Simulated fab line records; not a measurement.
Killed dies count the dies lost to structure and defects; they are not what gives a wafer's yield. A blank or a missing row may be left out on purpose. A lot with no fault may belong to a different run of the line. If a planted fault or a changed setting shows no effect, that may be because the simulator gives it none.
Comparing a struck lot with a sound one | flow gf180mcu | 14 out of 602 route steps
Sound: wafers L261.1, L261.4, L261.5. Wafers L259.3, L259.4, L259.6 were the ones struck. The cause is given at the end.
Per side, at each step with rows, come the tool, then ch with its chambers, and then its first start. Under that, the readings that differ: sound wafers | struck wafers | difference of the means | sigmas: that difference in standard deviations of wafers without a fault.
alike: same words and numbers on both sides, and readings whose means sit less than 2 such deviations apart. not compared: any withheld reading, any reading some wafer has no value for, any bound like >300 that may hide the same value, and any number with overlapping values for which the record gives no deviation.
Wherever a step has rows on one side only, a row that says differs or no value, or a row with sigmas, the two part there. Numbers that have no deviation but don't overlap get no sigmas and don't part them. A reading missing from all wafers of one side parts the sides only when that side holds two or more wafers.

GF_M3_SPUTTER_00: material Ti, target thk 37.5 nm, time 150 s.
  sound on pvd sputter-02, day 26 03:07; struck on pvd sputter-03, day 25 16:25
  alike: substrate temp c, throttle valve pct
GF_M3_SPUTTER_01: material TiN, target thk 30 nm, time 25 s.
  sound on pvd sputter-02, day 26 03:13; struck on pvd sputter-03, day 25 16:31
  alike: throttle valve pct
GF_M3_SPUTTER_02: material AlCu, target thk 450 nm, time 23.9 s.
  sound on pvd sputter-02, day 26 03:14; struck on pvd sputter-03, day 25 16:33
  alike: throttle valve pct
GF_M3_SPUTTER_03: material Ti, target thk 10 nm, time 6.7 s.
  sound on pvd sputter-02, day 26 03:16; struck on pvd sputter-03, day 25 16:35
  alike: substrate temp c, throttle valve pct
GF_M3_SPUTTER_04: material TiN, target thk 50 nm, time 41.7 s.
  sound on pvd sputter-02, day 26 03:17; struck on pvd sputter-03, day 25 16:36
  reading                | sound          | struck         | difference | sigmas
  throttle valve pct (%) | 30.1 30.5 29.4 | 31.7 31.1 31.7 | +1.5       | +2
GF_M3_RS_MEAS_05: measurement is done with a four-point probe.
  sound on film metro-04, day 26 03:20; struck on film metro-03, day 25 16:41
  alike: M3_ALCU_RS
GF_M3_THK_MEAS_06: measures by xrf.
  sound on film metro-04, day 26 03:27; struck on film metro-03, day 25 16:47
  reading          | sound       | struck      | difference | sigmas
  M3_ALCU_THK (nm) | 450 447 448 | 435 444 433 | -11        | -2
then, 5 steps without rows for these wafers: GF_M3_DEHYDRATE_07 (time 60 s); GF_M3_HMDS_08 (prime time 60 s); GF_M3_COAT_09 (resist thk 1000 nm); GF_M3_SOFTBAKE_10 (time 60 s); GF_M3_EXPOSE_11 (exposes mask Metal3, target cd 280 nm).
GF_M3_PEB_12: peb time 90 s.
  struck on litho track-02, day 26 12:57; sound on litho track-04 ch 0, day 26 23:18
  no value came back on the struck wafers for chill plate temp C (C), exhaust pa (Pa), peb time s (s); on the sound wafers chill plate temp C (C) reads 23.02 22.81 22.79
then, 1 step without rows for these wafers: GF_M3_DEVELOP_13 (develop time 60 s).

WHERE THEY PART
Last at GF_M3_PEB_12 as far as this record goes, first at GF_M3_SPUTTER_04.

WHY: the cause the simulator had injected
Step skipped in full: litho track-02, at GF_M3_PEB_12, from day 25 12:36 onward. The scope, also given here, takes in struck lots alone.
